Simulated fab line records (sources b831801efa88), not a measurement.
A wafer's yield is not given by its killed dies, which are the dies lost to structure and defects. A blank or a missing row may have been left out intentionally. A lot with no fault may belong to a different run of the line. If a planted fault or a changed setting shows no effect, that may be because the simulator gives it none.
Struck lot and sound lot, side by side | flow sky130 | 43 out of 708 route steps
Sound: wafers L364.4, L364.5, L364.6. Wafers L382.2, L382.4, L382.5 were the ones struck. Last of all comes the cause.
Order at every step that has rows: each side's tool, ch and its chambers, its first start. Under that, the readings that differ: sound wafers | struck wafers | difference of the means | sigmas: that difference in standard deviations of wafers without a fault.
alike: same words and numbers on both sides, and readings whose means sit less than 2 such deviations apart. not compared: any withheld reading, any reading some wafer has no value for, any bound like >300 that may hide the same value, and any number with overlapping values for which the record gives no deviation.
A row with sigmas, a row that says differs or no value, or rows on one side alone: a step with any of these is where the two part. Numbers that don't overlap but have no deviation are shown without sigmas and don't part them. A reading that every wafer of one side lacks parts them only if that side has two wafers or more.

SKY_CONTACT_CMP_04: polishes SiO2.
  sound on cmp-02 ch 2,3, day 31 19:12; struck on cmp-02 ch 0,1,3, day 36 19:49
  alike: motor current A, platen rpm, time to endpoint s
SKY_CONTACT_BOW_MEAS_05:
  sound: film metro-02 at day 31 19:31; struck: film metro-02 at day 36 20:05
  alike: CONTACT_BOW
then, 8 steps without rows for these wafers: SKY_CONTACT_DEHYDRATE_06 (time 60 s); SKY_CONTACT_HMDS_07 (prime time 60 s); SKY_CONTACT_COAT_08 (resist thk 60 nm); SKY_CONTACT_COAT_09 (resist thk 450 nm); SKY_CONTACT_SOFTBAKE_10 (time 90 s); SKY_CONTACT_EXPOSE_11 (exposes mask CTM1, target cd 170 nm); SKY_CONTACT_PEB_12; SKY_CONTACT_DEVELOP_13 (develop time 62 s).
SKY_CONTACT_CD_MEAS_14: target cd 170 nm.
  sound: cd sem-01 at day 32 22:14; struck: cd sem-01 at day 37 21:32
  alike: cd nm
SKY_CONTACT_OVL_MEAS_15:
  sound: overlay-02 at day 32 22:19; struck: overlay-02 at day 37 21:38
  alike: CONTACT_OVL
SKY_CONTACT_ETCH_16: etches BARC in N2/H2, stops on SiO2, time 45.9 s, target depth 60 nm.
  sound on rie diel-01 ch 0,1, day 32 22:19; struck on rie diel-02 ch 0,1, day 37 21:40
  alike: bias w, drypump motor current A, oes product au, throttle valve pct
  not compared: rf hours counter h
then, 2 steps without rows for these wafers: SKY_CONTACT_ETCH_17 (etches SiO2 in C4F8/O2/Ar, stops on Si3N4, target depth 340 nm); SKY_CONTACT_ETCH_18 (etches Si3N4 in CHF3/O2, stops on TiN, time 39 s, target depth 75 nm).
SKY_CONTACT_STRIP_19: strips in O2/N2.
  sound on plasma asher-04 ch 0,1, day 32 22:29; struck on plasma asher-03 ch 0,1, day 37 21:49
  alike: drypump motor current A, oes product au, strip time to endpoint s
  not compared: rf hours counter h
then, 3 steps without rows for these wafers: SKY_CONTACT_STRIP_20 (strips in post etch residue remover, time 1200 s); SKY_CONTACT_CLEAN_21 (cleans in IPA, time 180 s); SKY_CONTACT_CLEAN_22 (cleans in O3/DIW).
SKY_CONTACT_SPUTTER_23: material TiN, target thk 20 nm, time 80 s.
  sound: pvd sputter-01 at day 32 23:03; struck: pvd sputter-01 at day 37 22:25
  alike: throttle valve pct
then, 1 step without rows for these wafers: SKY_CONTACT_CVD_24 (deposits W, target thk 340 nm, time 102.12 s).
SKY_CONTACT_RS_MEAS_25: uses a four-point probe to measure.
  sound: film metro-02 at day 32 23:17; struck: film metro-02 at day 37 22:36
  alike: CONTACT_W_RS
SKY_CONTACT_THK_MEAS_26: measures by xrf.
  sound: film metro-02 at day 32 23:22; struck: film metro-02 at day 37 22:43
  alike: CONTACT_W_THK
then, 3 steps without rows for these wafers: SKY_CONTACT_CMP_27 (polishes, stops on SiO2, t overpolish 15 s, target thk 0 nm); SKY_METAL1_SPUTTER_00 (material Ti, target thk 15 nm, time 10 s); SKY_METAL1_SPUTTER_01 (material TiN, target thk 20 nm, time 16.7 s).
SKY_METAL1_SPUTTER_02: material AlCu, target thk 250 nm, time 13.3 s.
  sound: pvd sputter-04 at day 32 23:45; struck: pvd sputter-02 at day 37 23:07
  alike: throttle valve pct
then, 1 step without rows for these wafers: SKY_METAL1_SPUTTER_03 (material Ti, target thk 5 nm, time 3.3 s).
SKY_METAL1_SPUTTER_04: material TiN, target thk 70 nm, time 58.3 s.
  sound: pvd sputter-04 at day 32 23:47; struck: pvd sputter-02 at day 37 23:09
  alike: throttle valve pct
SKY_METAL1_RS_MEAS_05: uses a four-point probe to measure.
  sound: film metro-02 at day 32 23:54; struck: film metro-02 at day 37 23:13
  alike: METAL1_ALCU_RS
SKY_METAL1_THK_MEAS_06: measures by xrf.
  sound: film metro-02 at day 32 23:59; struck: film metro-02 at day 37 23:20
  alike: METAL1_ALCU_THK
then, 8 steps without rows for these wafers: SKY_METAL1_DEHYDRATE_07 (time 60 s); SKY_METAL1_HMDS_08 (prime time 60 s); SKY_METAL1_COAT_09 (resist thk 60 nm); SKY_METAL1_COAT_10 (resist thk 450 nm); SKY_METAL1_SOFTBAKE_11 (time 90 s); SKY_METAL1_EXPOSE_12 (exposes mask MM1, target cd 140 nm); SKY_METAL1_PEB_13; SKY_METAL1_DEVELOP_14 (develop time 60 s).
SKY_METAL1_CD_MEAS_15: target cd 140 nm.
  sound: cd sem-01 at day 34 02:35; struck: cd sem-02 at day 39 00:33
  reading    | sound             | struck            | difference | sigmas
  cd nm (nm) | 139.7 139.1 138.7 | 136.4 136.3 134.9 | -3.3       | -3
SKY_METAL1_OVL_MEAS_16:
  sound: overlay-02 at day 34 02:40; struck: overlay-02 at day 39 00:40
  alike: METAL1_OVL
then, 1 step without rows for these wafers: SKY_METAL1_DESCUM_17 (chemistry O2, time 8 s).
-- the record jumps here: 11 days lie between the struck wafers' starts before and after (it left off in module METAL1 and takes up again in module PAD_OPEN, whose first step shown is number 708 of the route) --
SKY_PAD_OPEN_PROBE_99:
  rows exist in the record for the struck wafers here (prober-02, day 50 10:03), but not for the sound ones

== WHERE THEY PART ==
Earliest at SKY_METAL1_CD_MEAS_15; latest, in this record, at SKY_PAD_OPEN_PROBE_99.

WHY: whatever the simulator had introduced
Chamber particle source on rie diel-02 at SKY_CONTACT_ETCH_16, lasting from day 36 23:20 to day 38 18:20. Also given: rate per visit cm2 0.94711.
